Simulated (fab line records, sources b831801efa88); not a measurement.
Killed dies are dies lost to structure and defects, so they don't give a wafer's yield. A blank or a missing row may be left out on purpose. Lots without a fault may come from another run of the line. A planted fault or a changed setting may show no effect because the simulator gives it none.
Which tool did it? | flow sky130 | 12 lots, 36 wafers sampled, at 5 steps of a route of 708

WHAT THE GAUGES READ, wafer by wafer
SKY_RES_PROTECT_TW_MEAS_08. Usual: POLY_GATE_TW 4071, standard deviation 22.
lot  | measured     | on            | POLY_GATE_TW   | flag
L468 | day 14 22:01 | film_metro-01 | 4061 4071 4062 |
L469 | day 15 22:40 | film_metro-01 | 4057 4063 4043 |
L470 | day 16 00:37 | film_metro-03 | 4070 4060 4070 |
L472 | day 16 19:19 | film_metro-04 | 4057 4080 4066 |
L474 | day 17 08:43 | film_metro-03 | 4032 4055 4030 |
L475 | day 17 14:23 | film_metro-04 | 4120 4116 4114 |
L476 | day 18 10:39 | film_metro-01 | 4074 4047 4058 |
L482 | day 20 08:40 | film_metro-03 | 4099 4107 4088 |
L485 | day 21 10:07 | film_metro-01 | 4070 4071 4075 |
L487 | day 22 12:22 | film_metro-01 | 4054 4026 4032 |
L488 | day 23 07:04 | film_metro-03 | 4110 4102 4098 |
L490 | day 23 18:01 | film_metro-03 | 4111 4078 4075 |

SKY_POLY_GATE_THK_MEAS_21. Usual: POLY_GATE_OXIDATION_THK 4.01 nm, standard deviation 0.092.
lot  | measured     | on            | POLY_GATE_OXIDATION_THK (nm) | flag
L468 | day 16 09:20 | film_metro-01 | 3.92 3.93 3.93               |
L469 | day 17 07:26 | film_metro-03 | 3.87 3.80 3.88               |
L470 | day 17 11:31 | film_metro-02 | 3.96 4.00 3.97               |
L472 | day 18 07:25 | film_metro-02 | 4.14 4.19 4.08               |
L474 | day 18 21:15 | film_metro-01 | 4.09 4.02 4.01               |
L475 | day 19 04:11 | film_metro-02 | 4.05 3.97 4.11               |
L476 | day 19 20:33 | film_metro-02 | 4.01 3.99 4.02               |
L482 | day 21 18:55 | film_metro-01 | 4.16 4.11 4.04               |
L485 | day 22 19:10 | film_metro-02 | 4.03 4.01 3.92               |
L487 | day 23 23:55 | film_metro-02 | 3.90 3.91 3.92               |
L488 | day 24 14:11 | film_metro-03 | 3.92 3.94 4.02               |
L490 | day 25 02:21 | film_metro-01 | 3.91 4.01 4.11               |

SKY_SD_P_CD_MEAS_07: target cd 380 nm. Usual: cd_nm 379.2 nm, standard deviation 2.3.
lot  | measured     | on        | cd_nm (nm)        | flag
L468 | day 25 04:42 | cd_sem-02 | 380.8 381.2 380.4 |
L469 | day 26 04:10 | cd_sem-02 | 380.7 382.4 381.9 |
L470 | day 26 06:39 | cd_sem-02 | 377.8 376.7 376.9 |
L472 | day 27 09:22 | cd_sem-01 | 376.2 374.9 377.2 |
L474 | day 28 00:08 | cd_sem-01 | 382.6 382.8 386.1 |
L475 | day 28 01:14 | cd_sem-01 | 377.7 380.7 378.9 |
L476 | day 28 13:25 | cd_sem-01 | 379.8 380.2 378.8 |
L482 | day 30 07:07 | cd_sem-02 | 264.7 268.2 266.1 | OFF
L485 | day 31 04:27 | cd_sem-01 | 287.2 287.5 286.0 | OFF
L487 | day 32 09:49 | cd_sem-02 | 379.8 379.1 380.6 |
L488 | day 32 22:04 | cd_sem-01 | 376.0 377.3 373.9 |
L490 | day 33 06:32 | cd_sem-01 | 382.0 381.7 385.3 |

WHICH TOOL RAN EACH LOT (tool, then ch and the chambers of the sampled wafers, then the start)
lot  | SKY_POLY_GATE_ETCH_15              | SKY_SD_P_DEVELOP_06
L468 | rie_diel-04 ch 0,2, day 16 06:01   | litho_track-01 ch 0, day 25 04:33
L469 | rie_diel-04 ch 1,2, day 17 05:46   | litho_track-01 ch 0, day 26 04:01
L470 | rie_diel-02 ch 0,1, day 17 07:46   | litho_track-01 ch 0, day 26 06:30
L472 | rie_diel-02 ch 2,3, day 18 03:28   | litho_track-03 ch 0, day 27 07:15
L474 | rie_diel-02 ch 1,2,3, day 18 16:12 | litho_track-01 ch 0, day 27 20:33
L475 | rie_diel-01 ch 0,1, day 19 01:00   | litho_track-01 ch 0, day 28 00:01
L476 | rie_diel-04 ch 0,1,2, day 19 18:55 | litho_track-03 ch 0, day 28 13:16
L482 | rie_diel-04 ch 1,3, day 21 16:30   | litho_track-01 ch 0, day 30 06:58
L485 | rie_diel-04 ch 2,3, day 22 17:27   | litho_track-01 ch 0, day 31 04:18
L487 | rie_diel-02 ch 0,1,3, day 23 22:16 | litho_track-04 ch 0, day 32 09:40
L488 | rie_diel-01 ch 0,1,2, day 24 12:33 | litho_track-03 ch 0, day 32 21:55
L490 | rie_diel-04 ch 2,3, day 25 00:42   | litho_track-03 ch 0, day 33 06:24
- SKY_POLY_GATE_ETCH_15: etches BARC in N2/H2, stops on SiO2, time 118.5 s, target depth 110 nm.
- SKY_SD_P_DEVELOP_06: develop time 60 s.

WHAT THE TOOLS THEMSELVES READ (means of the sampled wafers that have a number; where no wafer has one, the mark that the record gives instead)
SKY_POLY_GATE_ETCH_15. Usual: bias_w 100.0 W, standard deviation 0.31; drypump_motor_current_A 5.6 A, standard deviation 0.46; h2_flow_sccm 200.0 sccm, standard deviation 0.63; n2_flow_sccm 100.0 sccm, standard deviation 0.31; oes_product_au 0.717 a.u., standard deviation 0.0042; throttle_valve_pct 13.211 %, standard deviation 0.0094.
lot  | tool        | bias_w (W) | drypump_motor_current_A (A) | h2_flow_sccm (sccm) | n2_flow_sccm (sccm) | oes_product_au (a.u.) | throttle_valve_pct (%) | flag
L468 | rie_diel-04 | 99.8       | 5.8                         | 199.9               | 100.0               | 0.714                 | 13.209                 |
L469 | rie_diel-04 | 99.9       | 5.7                         | 200.4               | 100.2               | 0.714                 | 13.208                 |
L470 | rie_diel-02 | 100.3      | 5.5                         | 200.0               | 100.1               | 0.717                 | 13.218                 |
L472 | rie_diel-02 | 99.7       | 5.5                         | 199.5               | 100.0               | 0.716                 | 13.201                 |
L474 | rie_diel-02 | 100.0      | 5.8                         | 200.2               | 100.1               | 0.714                 | 13.216                 |
L475 | rie_diel-01 | 99.9       | 5.6                         | 200.0               | 99.9                | 0.715                 | 13.216                 |
L476 | rie_diel-04 | 99.8       | 5.8                         | 200.2               | 99.9                | 0.717                 | 13.210                 |
L482 | rie_diel-04 | 100.3      | 5.5                         | 200.4               | 100.2               | 0.717                 | 13.211                 |
L485 | rie_diel-04 | 100.0      | 5.6                         | 200.5               | 99.7                | 0.719                 | 13.211                 |
L487 | rie_diel-02 | 100.1      | 5.4                         | 199.8               | 100.1               | 0.715                 | 13.211                 |
L488 | rie_diel-01 | 100.2      | 5.5                         | 199.7               | 100.0               | 0.713                 | 13.215                 |
L490 | rie_diel-04 | 99.9       | 5.6                         | 200.7               | 100.0               | 0.717                 | 13.218                 |

SKY_SD_P_DEVELOP_06. Usual: developer_temp_C 23.00 C, standard deviation 0.1.
lot  | tool           | developer_temp_C (C) | flag
L468 | litho_track-01 | 23.14                |
L469 | litho_track-01 | 22.95                |
L470 | litho_track-01 | 22.88                |
L472 | litho_track-03 | 23.05                |
L474 | litho_track-01 | 23.05                |
L475 | litho_track-01 | 22.95                |
L476 | litho_track-03 | 22.94                |
L482 | litho_track-01 | 23.15                |
L485 | litho_track-01 | 22.88                |
L487 | litho_track-04 | 23.11                |
L488 | litho_track-03 | 23.01                |
L490 | litho_track-03 | 23.04                |

THE ANSWER, worked out from the rows above alone
Rule: a lot is off if the mean of its wafers that have a number lies more than 3 standard deviations from the usual mean. A lot without any number at a reading at which 4 lots or more have one is off too. The other lots that the step has rows for count as sound. The gauges are gone through in route order, then the tools' own readings, and for those a lot's mean is taken as printed above. The first step at which some lot is off is used, and at that step the reading that is off furthest; a lot without a number counts as furthest.
Off: L482, L485, at SKY_SD_P_CD_MEAS_07 (cd_nm).
A tool fits if, at a process step before that reading, it ran every lot that is off, and no sound lot after the first of them. The gauges at SKY_SD_P_CD_MEAS_07 are tried like those tools. One fits: litho_track-01 at SKY_SD_P_DEVELOP_06. Its last sound lot is L475 (day 28 00:01), its first lot that is off L482 (day 30 06:58): a fault that began between those two fits.

WHAT THE SIMULATOR HAD PUT IN
Process parameter drift: litho_track-01, from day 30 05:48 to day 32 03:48, at SKY_SD_P_DEVELOP_06. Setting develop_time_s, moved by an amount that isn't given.
Lots struck among those shown: L482, L485. The rule above found the same.
